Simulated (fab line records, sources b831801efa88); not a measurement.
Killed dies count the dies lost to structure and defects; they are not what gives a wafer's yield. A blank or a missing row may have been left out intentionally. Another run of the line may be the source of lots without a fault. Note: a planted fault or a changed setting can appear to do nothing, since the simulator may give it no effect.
What tool caused it? ; flow sky130 ; 15 lots, 45 wafers sampled, at 5 steps of a route of 708

## WHAT THE GAUGES READ, wafer by wafer
SKY_FIELD_ISO_THK_MEAS_25.
lot;measured;on;FIELD_ISO_CVD_24_THK (nm)
L367;day 2 15:59;filmMetro-02;597 601 594
L368;day 2 19:57;filmMetro-02;592 582 584
L369;day 3 00:13;filmMetro-04;600 597 599
L370;day 3 04:17;filmMetro-04;594 597 592
L371;day 3 10:06;filmMetro-02;597 588 589
L372;day 3 15:56;filmMetro-04;595 603 600
L374;day 4 00:56;filmMetro-02;592 597 590
L375;day 4 08:26;filmMetro-04;601 601 594
L376;day 4 13:14;filmMetro-02;584 593 590
L377;day 4 18:40;filmMetro-02;587 589 598
L379;day 5 06:57;filmMetro-02;593 595 597
L384;day 6 04:59;filmMetro-04;592 596 593
L386;day 6 15:25;filmMetro-01;586 596 595
L387;day 6 19:32;filmMetro-04;595 602 594
L388;day 7 02:28;filmMetro-04;592 592 593

SKY_NWELL_RS_MEAS_29: a four-point-probe measurement.
lot;measured;on;NWELL_RS (ohm/sq)
L367;day 5 17:19;filmMetro-03;622.0 623.6 622.6
L368;day 5 21:12;filmMetro-03;620.2 622.4 621.2
L369;day 6 01:11;filmMetro-03;624.5 623.8 625.3
L370;day 6 05:01;filmMetro-03;622.5 624.0 623.3
L371;day 6 15:14;filmMetro-04;625.3 623.9 624.4
L372;day 6 20:06;filmMetro-03;623.4 623.8 622.6
L374;day 7 08:24;filmMetro-04;625.0 626.1 626.9
L375;day 7 15:40;filmMetro-04;648.4 647.2 647.5
L376;day 7 20:26;filmMetro-04;652.6 650.2 650.7
L377;day 8 04:26;filmMetro-03;649.4 648.2 649.6
L379;day 8 19:30;filmMetro-03;624.4 622.6 623.5
L384;day 9 15:49;filmMetro-04;622.7 622.7 623.2
L386;day 10 04:19;filmMetro-03;624.2 624.2 623.7
L387;day 10 11:49;filmMetro-03;623.5 622.7 624.3
L388;day 10 22:06;filmMetro-04;624.5 624.1 623.6

SKY_LDD_P_CD_MEAS_07: the cd target is 380 nm.
lot;measured;on;cdNm (nm)
L367;day 19 13:04;cdSem-01;382.3 381.1 380.8
L368;day 19 17:08;cdSem-02;383.3 381.9 383.5
L369;day 20 00:26;cdSem-01;381.0 384.7 383.7
L370;day 20 11:59;cdSem-02;375.3 376.2 379.0
L371;day 20 21:17;cdSem-01;383.9 382.9 383.8
L372;day 21 03:37;cdSem-01;381.0 380.6 380.6
L374;day 22 01:56;cdSem-02;379.5 377.9 380.1
L379;day 24 03:12;cdSem-01;379.8 378.5 379.7
L384;day 25 08:40;cdSem-01;386.5 385.1 386.9
L386;day 25 22:25;cdSem-01;382.3 382.5 383.1
L387;day 26 11:25;cdSem-02;382.2 376.8 377.8
L388;day 27 01:15;cdSem-01;379.8 380.9 381.4

## TOOL THAT RAN EACH LOT (tool first, then ch and the chambers of the sampled wafers, then the start)
lot;SKY_FIELD_ISO_CMP_27;SKY_NWELL_IMPLANT_13
L367;cmp-01 ch 1,2,3, day 2 18:38;implanter-01 ch 0, day 4 22:41
L368;cmp-02 ch 0,1,3, day 2 21:30;implanter-03 ch 0, day 5 03:13
L369;cmp-02 ch 1,2,3, day 3 03:01;implanter-01 ch 0, day 5 06:26
L370;cmp-02 ch 1,2,3, day 3 05:56;implanter-02 ch 0, day 5 10:16
L371;cmp-01 ch 0,1,2, day 3 11:44;implanter-02 ch 0, day 5 19:43
L372;cmp-01 ch 1,3, day 3 18:31;implanter-03 ch 0, day 6 00:39
L374;cmp-01 ch 2,3, day 4 02:58;implanter-01 ch 0, day 6 12:38
L375;cmp-01 ch 0,3, day 4 11:06;implanter-02, day 6 20:19
L376;cmp-01 ch 0,1,3, day 4 15:26;implanter-03, day 6 23:43
L377;cmp-02 ch 0,1,3, day 4 20:48;implanter-03, day 7 07:59
L379;cmp-01 ch 0,1, day 5 08:30;implanter-01 ch 0, day 7 22:19
L384;cmp-01 ch 0,1,3, day 6 06:33;implanter-02 ch 0, day 8 19:40
L386;cmp-01 ch 1,3, day 6 17:02;implanter-03 ch 0, day 9 06:24
L387;cmp-01 ch 1,2,3, day 6 21:12;implanter-03 ch 0, day 9 12:53
L388;cmp-01 ch 1,3, day 7 05:08;implanter-02 ch 0, day 9 23:01
- SKY_FIELD_ISO_CMP_27: polishes, stops on Si3N4, t overpolish 16 s, target thk 457.8 nm.
- SKY_NWELL_IMPLANT_13

## WHAT THE TOOLS THEMSELVES READ (means of the sampled wafers that have a number; where no wafer has one, the mark that the record gives instead)
SKY_FIELD_ISO_CMP_27.
lot;tool;motorCurrentA (A);overpolishRunS (s);timeToEndpointS (s)
L367;cmp-01;12.3;16.001;114
L368;cmp-02;11.8;16.002;106
L369;cmp-02;11.9;16.005;108
L370;cmp-02;12.0;15.996;109
L371;cmp-01;11.6;16.010;110
L372;cmp-01;13.1;15.998;115
L374;cmp-01;12.6;16.006;110
L375;cmp-01;13.1;15.995;113
L376;cmp-01;11.9;15.991;108
L377;cmp-02;11.7;16.002;111
L379;cmp-01;10.6;15.998;114
L384;cmp-01;12.5;15.997;113
L386;cmp-01;11.6;16.006;115
L387;cmp-01;11.8;16.003;108
L388;cmp-01;11.9;16.000;114

SKY_NWELL_IMPLANT_13.
lot;tool;beamEnergyKeV;beamOnS (s);doseIonsCm2
L367;implanter-01;49.971;9.89;7e+11
L368;implanter-03;50.006;9.99;7e+11
L369;implanter-01;50.002;10.07;7e+11
L370;implanter-02;50.010;9.95;7e+11
L371;implanter-02;50.005;10.25;7e+11
L372;implanter-03;49.986;9.93;7e+11
L374;implanter-01;50.012;10.18;7e+11
L375;implanter-02;-;-;-
L376;implanter-03;-;-;-
L377;implanter-03;-;-;-
L379;implanter-01;50.006;9.99;7e+11
L384;implanter-02;49.998;10.09;7e+11
L386;implanter-03;49.987;10.21;7e+11
L387;implanter-03;49.982;10.05;7e+11
L388;implanter-02;50.018;9.98;7e+11

## THE ANSWER, worked out from the rows above alone
Rule: what is usual is taken from the lots themselves. Put in order of their means at a reading, lots are off if they are a third of the lots or fewer, leave a main group of 4 or more, and stand apart from it by a gap of 3 or more times the standard deviation of the main group's means; of several such gaps the widest counts. If all means in a main group match to the digits the tables above print for the reading, that group is not used. Also off: a lot with no number at a reading for which 4 or more lots have one. Any other lot the step has rows for is counted as sound. After the gauges, taken in route order, come the tools' own readings; for these a lot's mean is taken, as printed above. The first step at which some lot is off is used, and at that step the reading that is off furthest; a lot without a number counts as furthest.
Off: at SKY_NWELL_RS_MEAS_29 (NWELL_RS), L375, L376, L377. The main group: mean 623.6 ohm/sq, standard deviation 1.1.
If a tool, at a process step before that reading, ran all the lots that are off and no sound lot after the first of them, it fits. The gauges at SKY_NWELL_RS_MEAS_29 aren't tried: what is off there is off at SKY_NWELL_IMPLANT_13 too, on other tools, and a gauge's error can't cause that. None of those tried fits.

## WHAT THE SIMULATOR HAD PUT IN
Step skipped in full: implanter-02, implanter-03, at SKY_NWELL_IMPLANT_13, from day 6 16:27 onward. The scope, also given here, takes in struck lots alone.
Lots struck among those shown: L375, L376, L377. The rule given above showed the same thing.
